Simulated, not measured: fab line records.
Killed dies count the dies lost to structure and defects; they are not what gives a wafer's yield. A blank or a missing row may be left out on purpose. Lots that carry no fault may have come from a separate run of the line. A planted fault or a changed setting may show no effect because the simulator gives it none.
A struck lot beside a sound one    flow gf180mcu    15 steps out of a route of 602
Sound: wafers L425.1, L425.2, L425.6. Struck: wafer L430.5 (L430.4, L430.6, from the same lot, were not struck and are left out); the cause is given at the end.
Each step with rows lists, per side, the tool, then ch with its chambers, then its first start. Under that, the readings that differ: sound wafers    struck wafers    difference of the means    sigmas: that difference in standard deviations of wafers without a fault.
alike: a reading whose means differ by less than 2 such deviations, as well as words and numbers matching on both sides. not compared: withheld readings; readings where some wafer has no value; bounds like >300 that might hide an equal value; numbers whose values overlap and for which the record gives no deviation.
The two part at a step that has a row with sigmas, a row that says differs or no value, or rows on one side only. Numbers that don't overlap but have no deviation are shown without sigmas and don't part them. A reading that every wafer of one side lacks parts them only if that side has two wafers or more.

first, 5 steps without rows for these wafers: GF_V5_COAT_09 (resist thk 1000 nm); GF_V5_SOFTBAKE_10 (time 60 s); GF_V5_EXPOSE_11 (exposes mask Via5, target cd 260 nm); GF_V5_PEB_12 (peb time 90 s); GF_V5_DEVELOP_13 (develop time 60 s).
GF_V5_CD_MEAS_14: the cd target is 260 nm.
  struck on cdSem-02, day 31 06:13; sound on cdSem-01, day 30 00:59
  alike: cdNm
GF_V5_OVL_MEAS_15:
  struck on overlay-01, day 31 06:18; sound on overlay-02, day 30 01:06
  alike: V5_OVL
GF_V5_ETCH_16: etches BARC in N2/H2.
  sound on rieDiel-01 ch 1,2,3, day 30 01:08; struck on rieDiel-02 ch 2, day 31 06:19
reading                   sound        struck  difference  sigmas
drypumpMotorCurrentA (A)  5.5 5.7 5.7  4.8     -0.8        -2
  alike: oesProductAu, throttleValvePct
GF_V5_ETCH_17: etches SiO2 in C4F8/O2/Ar, stops on TiN, target depth 855 nm.
  sound: rieDiel-01 ch 1,2,3; struck: rieDiel-02 ch 2
  alike: oesProductAu
GF_V5_STRIP_18: strips in O2/N2.
  sound on plasmaAsher-04 ch 0,1, day 30 01:17; struck on plasmaAsher-01 ch 0, day 31 06:31
  alike: drypumpMotorCurrentA, heaterPowerW, oesProductAu
  not compared: rfHoursCounterH
then, 2 steps without rows for these wafers: GF_V5_STRIP_19 (strips in post etch residue remover, time 1200 s); GF_V5_CLEAN_20 (cleans in DIW).
GF_V5_SPUTTER_21: material Ti, target thk 15 nm, time 80.02 s.
  struck on pvdSputter-02, day 31 07:01; sound on pvdSputter-02, day 30 01:50
reading                               sound              struck  difference  sigmas
model.Ti_of_V5_SPUTTER_21.thkNm (nm)  15.04 14.99 15.11  9.245   -5.802      
  alike: throttleValvePct
GF_V5_SPUTTER_22: material TiN, target thk 10 nm, time 40 s.
  struck on pvdSputter-02, day 31 07:05; sound on pvdSputter-02, day 30 01:53
  alike: throttleValvePct
GF_PASSIVATION_PROBE_99:
  the record has rows for the sound wafers here (prober-01, day 31 18:05) and none for the struck ones

== WHERE THEY PART ==
Earliest at GF_V5_ETCH_16; latest, in this record, at GF_PASSIVATION_PROBE_99.

WHY: what had been put in by the simulator
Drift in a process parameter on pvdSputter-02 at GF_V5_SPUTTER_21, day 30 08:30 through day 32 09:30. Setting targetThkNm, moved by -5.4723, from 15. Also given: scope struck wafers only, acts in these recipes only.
